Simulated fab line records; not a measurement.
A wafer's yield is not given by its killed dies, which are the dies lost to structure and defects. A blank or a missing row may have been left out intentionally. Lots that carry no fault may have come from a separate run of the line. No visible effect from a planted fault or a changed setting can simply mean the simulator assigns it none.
Which tool was responsible? | flow sky130 | 45 wafers from 15 lots sampled at 2 of the route's 708 steps

WHAT THE GAUGES SHOWED, per wafer
SKY_FIELD_ISO_THK_MEAS_25.
lot  | measured    | on            | FIELD_ISO_CVD_24_THK (nm)
L267 | day 2 06:57 | film-metro-03 | 585 592 597
L268 | day 2 13:04 | film-metro-04 | 595 586 599
L271 | day 3 04:47 | film-metro-04 | 598 589 588
L272 | day 3 10:44 | film-metro-04 | 600 597 600
L273 | day 3 16:08 | film-metro-02 | 581 582 591
L274 | day 3 21:13 | film-metro-04 | 595 597 593
L278 | day 4 17:21 | film-metro-04 | 589 588 587
L279 | day 4 22:33 | film-metro-02 | 598 588 590
L280 | day 5 04:16 | film-metro-04 | 581 593 585
L281 | day 5 09:26 | film-metro-03 | 588 597 593
L283 | day 5 18:59 | film-metro-02 | 592 595 597
L285 | day 6 06:15 | film-metro-04 | 599 594 597
L286 | day 6 10:10 | film-metro-02 | 590 599 599
L287 | day 6 15:05 | film-metro-02 | 600 602 603
L288 | day 6 21:12 | film-metro-02 | 598 596 588

SKY_NWELL_OVL_MEAS_23.
lot  | measured     | on         | NWELL_01_OVL (nm)
L267 | day 5 05:17  | overlay-01 | -0.9 -1.5 0.0
L268 | day 5 15:13  | overlay-01 | -2.4 -2.4 -3.2
L271 | day 6 09:14  | overlay-02 | -1.3 -1.0 0.7
L272 | day 6 14:52  | overlay-01 | 0.7 -2.2 -2.1
L273 | day 6 21:45  | overlay-01 | -2.6 -3.1 -3.3
L274 | day 7 01:24  | overlay-01 | -2.5 -2.9 -2.8
L278 | day 8 01:14  | overlay-01 | -2.2 -2.4 -3.3
L279 | day 8 09:22  | overlay-02 | 1.9 -1.0 1.2
L280 | day 8 13:49  | overlay-01 | 0.2 1.6 1.3
L281 | day 8 23:07  | overlay-01 | -0.6 0.2 -0.3
L283 | day 9 09:37  | overlay-02 | 0.8 0.8 0.3
L285 | day 9 23:56  | overlay-02 | -1.9 -1.0 -3.5
L286 | day 10 01:42 | overlay-02 | -1.6 -3.1 -2.0
L287 | day 10 06:01 | overlay-02 | 2.3 1.7 2.3
L288 | day 10 13:52 | overlay-01 | -1.6 -0.7 -2.4

TOOL THAT RAN EACH LOT (tool first, then ch and the chambers of the sampled wafers, then the start)
The record shows no process step preceding these readings.

WHAT THE TOOLS THEMSELVES READ (means of the sampled wafers that have a number; where no wafer has one, the mark that the record gives instead)
The record holds no such reading with a usual standard deviation.

THE ANSWER, worked out from the rows above alone
Rule: what is usual is taken from the lots themselves. Put in order of their means at a reading, lots are off if they are a third of the lots or fewer, leave a main group of 4 or more, and stand apart from it by a gap of 3 or more times the standard deviation of the main group's means; of several such gaps the widest counts. If all means in a main group match to the digits the tables above print for the reading, that group is not used. Also off: a lot with no number at a reading for which 4 or more lots have one. The other lots that the step has rows for count as sound. The gauges are gone through in route order, then the tools' own readings, and for those a lot's mean is taken as printed above. The first step at which some lot is off is used, and at that step the reading that is off furthest; a lot without a number counts as furthest.
No lot is off at any reading shown: from this, nothing can be told.

WHAT WAS PUT IN BY THE SIMULATOR
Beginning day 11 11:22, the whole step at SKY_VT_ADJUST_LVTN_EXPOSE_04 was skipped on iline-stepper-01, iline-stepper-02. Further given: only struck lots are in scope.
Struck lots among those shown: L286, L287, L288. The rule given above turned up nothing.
